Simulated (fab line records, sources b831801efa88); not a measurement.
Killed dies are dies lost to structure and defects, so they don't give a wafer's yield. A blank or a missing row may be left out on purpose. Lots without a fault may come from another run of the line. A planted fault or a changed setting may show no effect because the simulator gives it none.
One fault seen from 2 desks | flow sfq_line | each desk has only its own numbers; what lay behind them comes last

THE METROLOGY DESK
What the gauges read, lot by lot, whatever tool the lot ran on: means of the sampled wafers that have a number. A lot is out of limits, marked OUT, if its mean lies more than 4 standard deviations from the usual mean; the brackets give that distance.
Columns: A = M7_OVL at SFQ_M7_OVL_MEAS_945, usual 2 nm; B = I7_BOW at SFQ_I7_BOW_MEAS_946, usual 9 um; C = I7_OVL at SFQ_I7_OVL_MEAS_947, usual 2 nm
lot  | first seen here | A  | B  | C
L200 | day 78 23:52    | -4 | 4  | -6
L209 | day 85 20:44    | 12 | -7 | -2
L211 | day 86 01:32    | -2 | 17 | 0
L218 | day 87 12:46    | 7  | -3 | -2
L220 | day 88 03:11    | 1  | 27 | 7
This desk's finding: nothing out of limits on any of the 5 lots.

THE TOOL OWNER'S DESK: litho_track-01
The tool's own readings at SFQ_TRILAYER_I7_VIA_LITHO_COAT_192 (resist thk 62 nm): means of the sampled wafers that have a number, for each lot that ran on this tool. A lot is out of limits, marked OUT, if its mean lies more than 4 standard deviations from the usual mean; the brackets give that distance.
Columns: A = spin_speed_rpm at SFQ_TRILAYER_I7_VIA_LITHO_COAT_192, usual 3000.3 rpm
lot  | first seen here | A
L209 | day 86 02:10    | 3001.1
L218 | day 87 18:58    | 2998.8
This desk's finding: nothing out of limits on any of the 2 lots.

PUT TOGETHER
The metrology desk saw nothing out of limits.
The tool owner's desk saw nothing out of limits.

WHAT THE SIMULATOR HAD PUT IN
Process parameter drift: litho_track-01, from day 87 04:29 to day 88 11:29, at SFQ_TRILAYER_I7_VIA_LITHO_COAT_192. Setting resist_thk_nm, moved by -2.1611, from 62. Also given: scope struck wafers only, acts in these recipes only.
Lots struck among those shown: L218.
